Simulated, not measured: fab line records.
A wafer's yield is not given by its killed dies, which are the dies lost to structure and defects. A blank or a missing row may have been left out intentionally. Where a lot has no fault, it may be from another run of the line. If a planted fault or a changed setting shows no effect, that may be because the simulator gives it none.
A struck lot beside a sound one -- flow gf180mcu -- 17 steps out of a route of 602
Sound: the wafers L136.1, L136.4, L136.6. Struck: wafer L148.6 (left out: L148.1, L148.5 of the same lot, which were not struck); the cause appears at the end.
For every step that has rows: the tool of each side, followed by ch and its chambers, followed by its first start. Under that, the readings that differ: sound wafers -- struck wafers -- difference of the means -- sigmas: that difference in standard deviations of wafers without a fault.
alike: same words and numbers on both sides, and readings whose means sit less than 2 such deviations apart. not compared: any withheld reading, any reading some wafer has no value for, any bound like >300 that may hide the same value, and any number with overlapping values for which the record gives no deviation.
A row with sigmas, a row that says differs or no value, or rows on one side alone: a step with any of these is where the two part. Numbers that have no deviation but don't overlap get no sigmas and don't part them. A reading missing from all wafers of one side parts the sides only when that side holds two or more wafers.

first, 3 steps without rows for these wafers: GF_V5_EXPOSE_11 (exposes mask Via5, target cd 260 nm); GF_V5_PEB_12 (peb time 90 s); GF_V5_DEVELOP_13 (develop time 60 s).
GF_V5_CD_MEAS_14: the cd target is 260 nm.
  struck on cd sem-01, day 31 17:56; sound on cd sem-01, day 28 05:25
  alike: cd nm
GF_V5_OVL_MEAS_15:
  struck on overlay-02, day 31 18:03; sound on overlay-01, day 28 05:32
  alike: V5_OVL
GF_V5_ETCH_16: etches BARC in N2/H2.
  sound on rie diel-01 ch 0,2, day 28 05:34; struck on rie diel-03 ch 3, day 31 18:05
  alike: drypump motor current A, n2 flow sccm, oes product au, throttle valve pct
then, 1 step without rows for these wafers: GF_V5_ETCH_17 (etches SiO2 in C4F8/O2/Ar, stops on TiN, target depth 855 nm).
GF_V5_STRIP_18: strips in O2/N2.
  sound on plasma asher-01 ch 1, day 28 05:43; struck on plasma asher-02 ch 1, day 31 18:14
  alike: drypump motor current A, heater power w, n2 flow sccm, oes product au
  not compared: rf hours counter h
then, 2 steps without rows for these wafers: GF_V5_STRIP_19 (strips in post etch residue remover, time 1200 s); GF_V5_CLEAN_20 (cleans in DIW).
GF_V5_SPUTTER_21: material Ti, target thk 15 nm, time 80.02 s.
  struck on pvd sputter-02, day 31 18:46; sound on pvd sputter-01, day 28 06:15
  alike: throttle valve pct
GF_V5_SPUTTER_22: material TiN, target thk 10 nm, time 40 s.
  struck on pvd sputter-02, day 31 18:50; sound on pvd sputter-01, day 28 06:19
  alike: throttle valve pct
GF_V5_CVD_23: deposits W, target thk 350 nm, time 104.9 s.
  sound on cvd w-01 ch 0,1, day 28 06:21; struck on cvd w-01 ch 1, day 31 18:52
reading,sound,struck,difference,sigmas
chamber pressure Torr (Torr),40.00 40.03 39.98,23.44,-16.56,-99 or more
model.W_of_V5_CVD_23.thk nm (nm),359.7 357.5 355.3,269.2,-88.3,
  alike: heater power w
GF_V5_RS_MEAS_24: the measuring method here is four-point-probe.
  struck on film metro-04, day 31 18:59; sound on film metro-02, day 28 06:28
reading,sound,struck,difference,sigmas
V5_W_RS (ohm/sq),0.318 0.321 0.322,0.427,+0.107,+27
GF_V5_THK_MEAS_25: measures by xrf.
  struck on film metro-04, day 31 19:06; sound on film metro-02, day 28 06:35
reading,sound,struck,difference,sigmas
V5_W_THK (nm),361 361 359,274,-86,-13
GF_V5_CMP_26: polishes, stops on SiO2, t overpolish 13.53 s, target thk 0 nm.
  sound on cmp-02 ch 1,2,3, day 28 06:42; struck on cmp-01 ch 2, day 31 19:21
reading,sound,struck,difference,sigmas
time to endpoint s (s),91 87 95,63,-28,-5
  alike: motor current A, slurry filter dp kPa
GF_TOP_METAL_SPUTTER_00: material Ti, target thk 37.5 nm, time 150 s.
  struck on pvd sputter-03, day 31 19:36; sound on pvd sputter-03, day 28 06:57
  alike: throttle valve pct

## WHERE THEY PART
First at GF_V5_CVD_23; last, within this record, at GF_V5_CMP_26. Later steps at which nothing parts them and some readings are alike: GF_TOP_METAL_SPUTTER_00.

WHY: what the simulator had put in
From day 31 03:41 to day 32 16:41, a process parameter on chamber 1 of cvd w-01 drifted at GF_V5_CVD_23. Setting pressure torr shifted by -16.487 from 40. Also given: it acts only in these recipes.
